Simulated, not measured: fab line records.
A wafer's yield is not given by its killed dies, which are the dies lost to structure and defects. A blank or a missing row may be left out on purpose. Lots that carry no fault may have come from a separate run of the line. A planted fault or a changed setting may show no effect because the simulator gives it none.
Which of the tools did it? / flow sky130 / 13 lots with 39 wafers sampled at 4 steps, on a route of 708 steps

== WHAT EACH GAUGE READ, for each wafer ==
SKY_VIA4_BOW_MEAS_03. Usual: VIA4_BOW gives 82 um (standard deviation 7).
lot=L904; measured=day 41 22:40; on=filmMetro-02; VIA4_BOW (um)=77 102 79; flag=
lot=L905; measured=day 42 01:14; on=filmMetro-04; VIA4_BOW (um)=81 86 81; flag=
lot=L906; measured=day 42 12:37; on=filmMetro-01; VIA4_BOW (um)=82 87 85; flag=
lot=L907; measured=day 42 20:46; on=filmMetro-04; VIA4_BOW (um)=70 77 68; flag=
lot=L908; measured=day 43 01:23; on=filmMetro-02; VIA4_BOW (um)=93 81 80; flag=
lot=L909; measured=day 43 04:38; on=filmMetro-04; VIA4_BOW (um)=72 74 66; flag=
lot=L910; measured=day 44 13:48; on=filmMetro-04; VIA4_BOW (um)=71 81 77; flag=
lot=L911; measured=day 44 16:51; on=filmMetro-04; VIA4_BOW (um)=83 73 81; flag=
lot=L913; measured=day 44 17:25; on=filmMetro-04; VIA4_BOW (um)=78 75 75; flag=
lot=L920; measured=day 46 05:40; on=filmMetro-04; VIA4_BOW (um)=75 89 89; flag=
lot=L921; measured=day 46 10:22; on=filmMetro-04; VIA4_BOW (um)=78 81 83; flag=
lot=L923; measured=day 46 20:01; on=filmMetro-01; VIA4_BOW (um)=80 85 82; flag=
lot=L925; measured=day 47 10:54; on=filmMetro-01; VIA4_BOW (um)=81 81 85; flag=

SKY_PAD_OPEN_BOW_MEAS_13. Usual: PAD_OPEN_BOW gives 47 um (standard deviation 7.5).
lot=L904; measured=day 45 21:17; on=filmMetro-01; PAD_OPEN_BOW (um)=49 71 48; flag=
lot=L905; measured=day 45 23:58; on=filmMetro-04; PAD_OPEN_BOW (um)=44 50 44; flag=
lot=L906; measured=day 46 09:49; on=filmMetro-04; PAD_OPEN_BOW (um)=46 50 48; flag=
lot=L907; measured=day 46 17:21; on=filmMetro-01; PAD_OPEN_BOW (um)=32 39 30; flag=
lot=L908; measured=day 46 21:05; on=filmMetro-01; PAD_OPEN_BOW (um)=58 45 44; flag=
lot=L909; measured=day 47 00:47; on=filmMetro-03; PAD_OPEN_BOW (um)=35 38 30; flag=
lot=L910; measured=day 48 04:02; on=filmMetro-01; PAD_OPEN_BOW (um)=44 52 51; flag=
lot=L911; measured=day 48 07:25; on=filmMetro-04; PAD_OPEN_BOW (um)=50 42 50; flag=
lot=L913; measured=day 48 08:58; on=filmMetro-03; PAD_OPEN_BOW (um)=46 43 45; flag=
lot=L920; measured=day 49 16:07; on=filmMetro-04; PAD_OPEN_BOW (um)=39 53 54; flag=
lot=L921; measured=day 49 19:15; on=filmMetro-04; PAD_OPEN_BOW (um)=45 49 52; flag=
lot=L923; measured=day 50 02:04; on=filmMetro-03; PAD_OPEN_BOW (um)=42 45 43; flag=
lot=L925; measured=day 50 15:29; on=filmMetro-04; PAD_OPEN_BOW (um)=40 41 44; flag=

== WHAT TOOL EACH LOT RAN ON (gives the tool, then ch and the chambers of the sampled wafers, and finally the start) ==
lot=L904; SKY_LI_CONTACT_SPUTTER_19=pvdSputter-01, day 29 06:13; SKY_METAL5_METAL_ETCH_15=rieMetal-03 ch 0,1, day 43 22:03
lot=L905; SKY_LI_CONTACT_SPUTTER_19=pvdSputter-01, day 29 09:49; SKY_METAL5_METAL_ETCH_15=rieMetal-03 ch 0, day 44 01:12
lot=L906; SKY_LI_CONTACT_SPUTTER_19=pvdSputter-01, day 29 19:34; SKY_METAL5_METAL_ETCH_15=rieMetal-04 ch 0,1, day 44 11:59
lot=L907; SKY_LI_CONTACT_SPUTTER_19=pvdSputter-01, day 30 06:10; SKY_METAL5_METAL_ETCH_15=rieMetal-03 ch 0,1, day 44 19:42
lot=L908; SKY_LI_CONTACT_SPUTTER_19=pvdSputter-01, day 30 10:52; SKY_METAL5_METAL_ETCH_15=rieMetal-02 ch 0,1, day 44 22:53
lot=L909; SKY_LI_CONTACT_SPUTTER_19=pvdSputter-02, day 30 18:11; SKY_METAL5_METAL_ETCH_15=rieMetal-03 ch 0,1, day 45 02:55
lot=L910; SKY_LI_CONTACT_SPUTTER_19=pvdSputter-01, day 32 06:04; SKY_METAL5_METAL_ETCH_15=rieMetal-04 ch 0,1, day 46 09:27
lot=L911; SKY_LI_CONTACT_SPUTTER_19=pvdSputter-03, day 32 06:59; SKY_METAL5_METAL_ETCH_15=rieMetal-03 ch 0, day 46 12:54
lot=L913; SKY_LI_CONTACT_SPUTTER_19=pvdSputter-01, day 32 08:22; SKY_METAL5_METAL_ETCH_15=rieMetal-02 ch 0,1, day 46 13:19
lot=L920; SKY_LI_CONTACT_SPUTTER_19=pvdSputter-01, day 34 07:45; SKY_METAL5_METAL_ETCH_15=rieMetal-02 ch 0,1, day 47 23:21
lot=L921; SKY_LI_CONTACT_SPUTTER_19=pvdSputter-02, day 34 12:37; SKY_METAL5_METAL_ETCH_15=rieMetal-04 ch 0,1, day 48 03:40
lot=L923; SKY_LI_CONTACT_SPUTTER_19=pvdSputter-01, day 35 02:04; SKY_METAL5_METAL_ETCH_15=rieMetal-04 ch 0,1, day 48 12:24
lot=L925; SKY_LI_CONTACT_SPUTTER_19=pvdSputter-02, day 35 19:31; SKY_METAL5_METAL_ETCH_15=rieMetal-03 ch 0,1, day 49 02:26
- SKY_LI_CONTACT_SPUTTER_19: material Ti, target thk 20 nm, time 106.37 s.
- SKY_METAL5_METAL_ETCH_15: etches the open film in Cl2/BCl3, stops on SiO2, target depth 1260 nm, time 252 s.

== AS READ BY THE TOOLS THEMSELVES (means over the sampled wafers that have a number; for cases with no such wafer, the mark the record gives instead) ==
SKY_LI_CONTACT_SPUTTER_19. Usual: chamberPressurePa 4.999 Pa, standard deviation 0.01; throttleValvePct 30.0 %, standard deviation 0.7.
lot=L904; tool=pvdSputter-01; chamberPressurePa (Pa)=5.004; throttleValvePct (%)=30.8; flag=
lot=L905; tool=pvdSputter-01; chamberPressurePa (Pa)=4.990; throttleValvePct (%)=30.0; flag=
lot=L906; tool=pvdSputter-01; chamberPressurePa (Pa)=4.991; throttleValvePct (%)=30.6; flag=
lot=L907; tool=pvdSputter-01; chamberPressurePa (Pa)=5.005; throttleValvePct (%)=30.1; flag=
lot=L908; tool=pvdSputter-01; chamberPressurePa (Pa)=4.995; throttleValvePct (%)=30.4; flag=
lot=L909; tool=pvdSputter-02; chamberPressurePa (Pa)=5.005; throttleValvePct (%)=29.7; flag=
lot=L910; tool=pvdSputter-01; chamberPressurePa (Pa)=5.017; throttleValvePct (%)=30.4; flag=
lot=L911; tool=pvdSputter-03; chamberPressurePa (Pa)=5.008; throttleValvePct (%)=30.3; flag=
lot=L913; tool=pvdSputter-01; chamberPressurePa (Pa)=4.987; throttleValvePct (%)=29.9; flag=
lot=L920; tool=pvdSputter-01; chamberPressurePa (Pa)=4.999; throttleValvePct (%)=30.5; flag=
lot=L921; tool=pvdSputter-02; chamberPressurePa (Pa)=5.018; throttleValvePct (%)=29.5; flag=
lot=L923; tool=pvdSputter-01; chamberPressurePa (Pa)=5.006; throttleValvePct (%)=29.8; flag=
lot=L925; tool=pvdSputter-02; chamberPressurePa (Pa)=5.002; throttleValvePct (%)=30.2; flag=

SKY_METAL5_METAL_ETCH_15. Usual: drypumpMotorCurrentA 5.5 A, standard deviation 0.33; oesProductAu 0.895 a.u., standard deviation 0.0051; throttleValvePct 22.264 %, standard deviation 0.0088.
lot=L904; tool=rieMetal-03; drypumpMotorCurrentA (A)=5.3; oesProductAu (a.u.)=0.894; throttleValvePct (%)=22.261; flag=
lot=L905; tool=rieMetal-03; drypumpMotorCurrentA (A)=5.5; oesProductAu (a.u.)=0.887; throttleValvePct (%)=22.259; flag=
lot=L906; tool=rieMetal-04; drypumpMotorCurrentA (A)=5.9; oesProductAu (a.u.)=0.897; throttleValvePct (%)=22.261; flag=
lot=L907; tool=rieMetal-03; drypumpMotorCurrentA (A)=5.4; oesProductAu (a.u.)=0.894; throttleValvePct (%)=22.265; flag=
lot=L908; tool=rieMetal-02; drypumpMotorCurrentA (A)=5.4; oesProductAu (a.u.)=0.890; throttleValvePct (%)=22.258; flag=
lot=L909; tool=rieMetal-03; drypumpMotorCurrentA (A)=5.3; oesProductAu (a.u.)=0.895; throttleValvePct (%)=22.277; flag=
lot=L910; tool=rieMetal-04; drypumpMotorCurrentA (A)=5.9; oesProductAu (a.u.)=0.896; throttleValvePct (%)=22.269; flag=
lot=L911; tool=rieMetal-03; drypumpMotorCurrentA (A)=5.5; oesProductAu (a.u.)=0.898; throttleValvePct (%)=22.259; flag=
lot=L913; tool=rieMetal-02; drypumpMotorCurrentA (A)=5.7; oesProductAu (a.u.)=0.896; throttleValvePct (%)=22.261; flag=
lot=L920; tool=rieMetal-02; drypumpMotorCurrentA (A)=5.4; oesProductAu (a.u.)=0.895; throttleValvePct (%)=22.263; flag=
lot=L921; tool=rieMetal-04; drypumpMotorCurrentA (A)=5.9; oesProductAu (a.u.)=0.897; throttleValvePct (%)=22.270; flag=
lot=L923; tool=rieMetal-04; drypumpMotorCurrentA (A)=5.9; oesProductAu (a.u.)=0.891; throttleValvePct (%)=22.257; flag=
lot=L925; tool=rieMetal-03; drypumpMotorCurrentA (A)=5.3; oesProductAu (a.u.)=0.887; throttleValvePct (%)=22.266; flag=

== THE ANSWER, worked out from the rows above alone ==
Rule: a lot is off if the mean of its wafers that have a number lies more than 3 standard deviations from the usual mean. Also off: a lot with no number at a reading for which 4 or more lots have one. Any other lot the step has rows for is counted as sound. First the gauges in route order, then the tools' own readings, where a lot's mean is used as printed above. The first step at which some lot is off is used, and at that step the reading that is off furthest; a lot without a number counts as furthest.
None of the lots is off at any reading shown; this tells nothing.

== WHAT HAD BEEN PUT IN BY THE SIMULATOR ==
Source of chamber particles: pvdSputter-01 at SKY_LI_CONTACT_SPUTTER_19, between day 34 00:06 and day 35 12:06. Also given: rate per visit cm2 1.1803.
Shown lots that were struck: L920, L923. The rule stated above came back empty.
